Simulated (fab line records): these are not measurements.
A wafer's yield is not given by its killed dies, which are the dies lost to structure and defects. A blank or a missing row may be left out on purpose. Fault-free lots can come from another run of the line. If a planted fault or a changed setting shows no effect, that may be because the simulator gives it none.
8D (eight disciplines) problem report, filled in by code | flow gf180mcu | the parts of the form that need people (team, actions taken, sign-off) are left out

1. PROBLEM STATEMENT
LVPWELL_RS at GF_VT_IMPLANT_RS_MEAS_48 reads a mean of 1212.0 ohm/sq on 6 wafers of 2 lots; wafers without a fault read 1198.2 ohm/sq with a standard deviation of 2.7. That puts it +5.1 standard deviations away from the usual mean.
The step: measures by four-point-probe.
First observed at day 12 11:50: wafer L584.1, on filmMetro-03. The record has a number at this step for 39 wafers belonging to 13 lots. By rule, "out" or "out of limits" means more than 4 standard deviations away from the usual mean. Any other wafer with a number is counted as sound.

2. WHAT IT IS, AND WHAT IT ISN'T
question                    | is                         | is not
which readings at this step | LVPWELL_RS                 | -
which lots                  | L584, L587                 | L566, L569, L570, L571, L572, L573, L574, L575, L576, L579, L589
which wafers of those lots  | all that have a number     | -
read on which gauges        | filmMetro-02, filmMetro-03 | filmMetro-01
when                        | from day 12 11:50          | up to then (30 sound wafers); but 3 sound wafers of L589 came after

3. WHAT RULES OUT EACH SUSPECT
Counting: a tool at a process step up to the reading stays a suspect if it ran every lot that is out and no sound lot after the first of them.
- the gauge at GF_VT_IMPLANT_RS_MEAS_48 is ruled out. Those wafers that are out were read across 2 gauges (filmMetro-02, filmMetro-03).
- implanter-03 at GF_LVPWELL_IMPLANT_09: kept. Every lot that is out went through it, starting with L584 (day 8 01:29), and after that it ran no sound lot; the last sound lot it ran before then is L579 (day 6 20:51). Its own readings are out on those wafers: doseIonsCm2.
The count leaves implanter-03 at GF_LVPWELL_IMPLANT_09.

4. THE CAUSE (what the simulator had put in)
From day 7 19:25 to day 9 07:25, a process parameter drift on implanter-03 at GF_LVPWELL_IMPLANT_09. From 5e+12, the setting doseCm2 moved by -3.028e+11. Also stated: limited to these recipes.
This tool alone remained once counting was done.

5. THE CHAIN OF EFFECTS, in route order
Each row: a reading where the mean over the struck wafers with a number is more than 3 standard deviations away from the usual. Only readings whose record carries a usual standard deviation are examined. hours: median over the lots of the time between each lot's start at the first step of this table that gives one and its start at this step. sigmas: the change, counted in usual standard deviations.
hours | step                     | reading     | usual         | on struck wafers | change     | sigmas
0     | GF_LVPWELL_IMPLANT_09    | doseIonsCm2 | 5.002e+12     | 4.700e+12        | -3.023e+11 | -53
107   | GF_VT_IMPLANT_RS_MEAS_48 | LVPWELL_RS  | 1198.2 ohm/sq | 1212.0           | +13.8      | +5.1
Process steps it contains:
- GF_LVPWELL_IMPLANT_09
Later measuring or inspecting steps at which every struck wafer that the step has a row for has a number for every such reading, and none has moved that far: GF_V1_CD_MEAS_14.

6. WHAT WOULD HAVE CAUGHT IT SOONER
112 hours passed between the start of the fault at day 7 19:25 and the first reading out of limits at a measuring or inspecting step in this record, taken at day 12 11:50.
Tool's own readings at GF_LVPWELL_IMPLANT_09, doseIonsCm2: out on all struck wafers the step has rows for; an alarm limit on them would have tripped on the first.
The start of GF_LVPWELL_IMPLANT_09 on implanter-03 came by day 12 11:50 for every one of the lots that are out (2). None of them would have been spared by holding the tool at that moment.
